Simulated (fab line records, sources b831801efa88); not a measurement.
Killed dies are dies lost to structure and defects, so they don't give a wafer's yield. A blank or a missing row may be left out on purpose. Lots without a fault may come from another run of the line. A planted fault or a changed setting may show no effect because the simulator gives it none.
Chamber matching | flow sfq_line | SFQ_TRILAYER_A5C_DEP_PECVD_142 on pecvd-02: 3 sister chambers
The step deposits SiO2 from SiH4/N2O, time 15.556 s, target thk 70 nm. 3 wafers are shown with their chamber, then 8 later ones without.

WAFERS WITH THEIR CHAMBER
wafer  | chamber | heater_power_w (W)
L157.3 | 1       | 81
L168.5 | 0       | 74
L171.3 | 2       | 105

WAFERS WITHOUT THEIR CHAMBER
wafer  | heater_power_w (W)
L171.4 | 96
L171.6 | 67
L172.1 | 95
L172.2 | 77
L172.5 | 102
L173.1 | 86
L173.2 | 108
L173.3 | 68

WHICH CHAMBER EACH WENT THROUGH
wafer  | from the rows above          | in truth
L171.4 | can't be placed: 2 or 1      | 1
L171.6 | can't be placed: 0 or 1      | 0
L172.1 | can't be placed: 2 or 1 or 0 | 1
L172.2 | can't be placed: 0 or 1      | 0
L172.5 | 2                            | 2
L173.1 | can't be placed: 1 or 0      | 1
L173.2 | 2                            | 2
L173.3 | can't be placed: 0 or 1      | 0
Placed correctly: 2 of 8. Can't be placed from these rows: 6 (the true chamber is among the candidates in 6). Placed wrongly: 0.
How it was worked out, from the rows above alone: a wafer's distance from a chamber is the root of the sum, over the readings, of the square of ((its reading less the chamber's mean) divided by the reading's scatter). The wafer belongs to the nearest chamber; if the next one is less than 2 further off, it can't be placed. A chamber's mean is the mean of its shown wafers. The scatter: with one shown wafer a chamber, the root of the mean of the squares of how far each hidden wafer lies from its nearest shown one.
